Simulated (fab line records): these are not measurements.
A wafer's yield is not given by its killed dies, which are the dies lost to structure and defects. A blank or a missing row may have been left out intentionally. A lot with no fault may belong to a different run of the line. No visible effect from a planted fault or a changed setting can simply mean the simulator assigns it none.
Chamber matching ; flow sfq line ; cmp-02 running SFQ_TRILAYER_I3_CMP_CMP_082: 4 sister chambers
The step polishes SiO2. 14 wafers are shown with their chamber, then 7 later ones without.

## WAFERS WITH THEIR CHAMBER
wafer;chamber;motor current A (A);platen rpm (rpm);head pressure psi (psi)
L525.4;0;10.5;60.06;2.997
L525.5;3;7.7;60.02;2.994
L525.6;0;10.7;60.05;3.006
L528.1;2;10.2;60.00;3.001
L528.2;3;7.8;60.00;2.991
L528.4;1;10.9;59.98;3.006
L531.1;3;7.8;59.98;2.994
L531.2;1;11.0;59.96;3.000
L531.5;0;10.4;60.04;2.985
L537.3;2;9.6;60.01;2.993
L537.4;1;11.2;60.00;2.996
L537.6;1;10.8;60.05;2.992
L542.1;2;9.7;60.06;2.995
L542.4;1;10.2;59.93;3.000

SIGNATURES (means of the wafers above)
reading;chamber 0;chamber 1;chamber 2;chamber 3;scatter within a chamber
motor current A;10.533;10.820;9.833;7.767;0.288
platen rpm;60.0500;59.9840;60.0233;60.0000;0.0334
head pressure psi;2.99600;2.99880;2.99633;2.99300;0.00609
Rule: for a wafer and a chamber, the distance is found by dividing, reading by reading, the gap between the wafer's reading and the chamber's mean by the reading's scatter, squaring, summing and taking the root. If the next closest chamber is less than 2 further off than the closest, the wafer can't be placed; otherwise it belongs to the closest. The scatter: take each reading less its chamber's mean, square it, sum over the shown wafers, divide by the number of wafers less the number of chambers, and take the root.

## WAFERS WITHOUT THEIR CHAMBER
wafer;motor current A (A);platen rpm (rpm);head pressure psi (psi)
L542.5;11.4;60.00;3.001
L546.3;7.4;59.96;3.002
L546.4;11.4;59.98;3.011
L546.5;10.9;60.00;3.022
L548.2;10.3;60.01;3.004
L548.3;10.0;60.01;3.009
L548.6;11.2;60.01;3.014

## WHICH CHAMBER EACH ONE RAN IN
wafer;from the rows above;in truth
L542.5;can't be placed: 1 or 0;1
L546.3;3;3
L546.4;can't be placed: 1 or 0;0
L546.5;can't be placed: 1 or 0 or 2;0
L548.2;can't be placed: 0 or 2 or 1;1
L548.3;can't be placed: 2 or 0 or 1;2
L548.6;can't be placed: 1 or 0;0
Correctly placed: 1 of 7. Cannot be placed on the basis of these rows: 6; the candidates contain the true chamber in 6. Placed wrongly: 0.
